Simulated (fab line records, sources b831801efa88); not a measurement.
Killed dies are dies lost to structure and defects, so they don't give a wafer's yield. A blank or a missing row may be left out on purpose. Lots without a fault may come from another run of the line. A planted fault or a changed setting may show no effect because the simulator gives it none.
A sampling plan put to the test | flow gf180mcu | one fab line, 11 faults that these records tell of, each judged on the records of the lots that it struck; 1 more is left out, because the records don't allow judging it
The plan is the line's own looks: the steps of the route at which a gauge or an inspection reads the wafer and doesn't change it. A look can be judged if struck wafers have a number there and the file gives its usual mean and standard deviation on fault-free wafers. Caught: at a look after the fault's first step, the mean of the struck wafers lies 4 or more of those standard deviations (sigma) from the usual mean. On the tool: the same test on the tool's own readings at the fault's steps. Another recipe on the struck wafers, or a record that is blank for them alone, also counts as caught.

THE FAULTS, as the simulator had put them in
1. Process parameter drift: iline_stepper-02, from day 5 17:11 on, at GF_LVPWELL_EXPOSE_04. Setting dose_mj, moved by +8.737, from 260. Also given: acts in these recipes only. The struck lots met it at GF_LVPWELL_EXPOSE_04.
2. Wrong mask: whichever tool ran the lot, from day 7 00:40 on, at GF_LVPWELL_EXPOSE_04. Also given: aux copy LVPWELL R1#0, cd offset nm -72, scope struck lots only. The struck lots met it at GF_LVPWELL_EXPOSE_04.
3. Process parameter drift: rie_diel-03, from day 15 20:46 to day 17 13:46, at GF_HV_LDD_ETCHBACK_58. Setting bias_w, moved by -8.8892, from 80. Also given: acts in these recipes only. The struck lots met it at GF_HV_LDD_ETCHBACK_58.
4. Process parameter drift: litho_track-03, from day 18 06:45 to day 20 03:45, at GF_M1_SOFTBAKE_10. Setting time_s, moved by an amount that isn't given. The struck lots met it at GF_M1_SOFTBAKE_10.
5. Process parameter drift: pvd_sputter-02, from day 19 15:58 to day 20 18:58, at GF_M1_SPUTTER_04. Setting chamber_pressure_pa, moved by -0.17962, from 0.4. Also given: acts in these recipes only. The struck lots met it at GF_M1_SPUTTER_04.
6. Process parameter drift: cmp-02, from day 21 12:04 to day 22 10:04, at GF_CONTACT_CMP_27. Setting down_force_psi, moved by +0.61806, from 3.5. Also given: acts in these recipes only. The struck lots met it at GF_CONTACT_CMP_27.
7. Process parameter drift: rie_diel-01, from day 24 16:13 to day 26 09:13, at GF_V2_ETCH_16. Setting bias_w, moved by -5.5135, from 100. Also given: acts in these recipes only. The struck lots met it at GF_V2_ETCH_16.
8. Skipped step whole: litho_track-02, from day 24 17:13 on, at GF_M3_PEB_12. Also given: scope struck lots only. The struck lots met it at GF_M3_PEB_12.
9. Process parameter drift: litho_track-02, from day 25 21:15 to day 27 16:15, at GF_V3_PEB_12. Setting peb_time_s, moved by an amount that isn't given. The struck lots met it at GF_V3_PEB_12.
10. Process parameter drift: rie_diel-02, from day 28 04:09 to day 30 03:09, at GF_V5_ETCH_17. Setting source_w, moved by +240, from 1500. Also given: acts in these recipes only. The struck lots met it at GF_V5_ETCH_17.
11. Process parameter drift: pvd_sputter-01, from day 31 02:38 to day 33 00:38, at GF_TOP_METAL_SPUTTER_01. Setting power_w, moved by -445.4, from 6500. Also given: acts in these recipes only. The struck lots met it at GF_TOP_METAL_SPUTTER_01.

WHAT THE PLAN SAW
fault | on the tool itself                               | first look that catches it                      | reading, sigma | median hours from its first step to that look | hours from the fault's start to the first struck lot there | judged looks passed uncaught
1     | exposure_dose_mJ_cm2 +33 sigma                   | not the one look that can be judged after it    | -              | -                                             | -                                                          | 1
2     | no reading that can be judged                    | none of the 2 looks that can be judged after it | -              | -                                             | -                                                          | 2
3     | bias_w -36 sigma                                 | none of the 2 looks that can be judged after it | -              | -                                             | -                                                          | 2
4     | run_length_s +78 sigma                           | no look after it can be judged                  | -              | -                                             | -                                                          | 0
5     | chamber_pressure_pa -99 or beyond sigma          | no look after it can be judged                  | -              | -                                             | -                                                          | 0
6     | head_pressure_psi +84 sigma                      | no look after it can be judged                  | -              | -                                             | -                                                          | 0
7     | bias_w -16 sigma                                 | no look after it can be judged                  | -              | -                                             | -                                                          | 0
8     | the tool's record is blank for the struck wafers | no look after it can be judged                  | -              | -                                             | -                                                          | 0
9     | heater_power_total_W +12 sigma                   | not the one look that can be judged after it    | -              | -                                             | -                                                          | 1
10    | rf_fwd_power_W +51 sigma                         | none of the 2 looks that can be judged after it | -              | -                                             | -                                                          | 2
11    | cathode_dc_power_W -99 or beyond sigma           | no look after it can be judged                  | -              | -                                             | -                                                          | 0
A dash: the fault isn't caught, or these records don't give the number.

Caught at a look: 0 of 11. Caught on the tool: 10 of 11. By one or the other: 10 of 11.
Caught on the tool alone: faults 1, 3, 4, 5, 6, 7, 8, 9, 10, 11.
Caught by neither: fault 2.
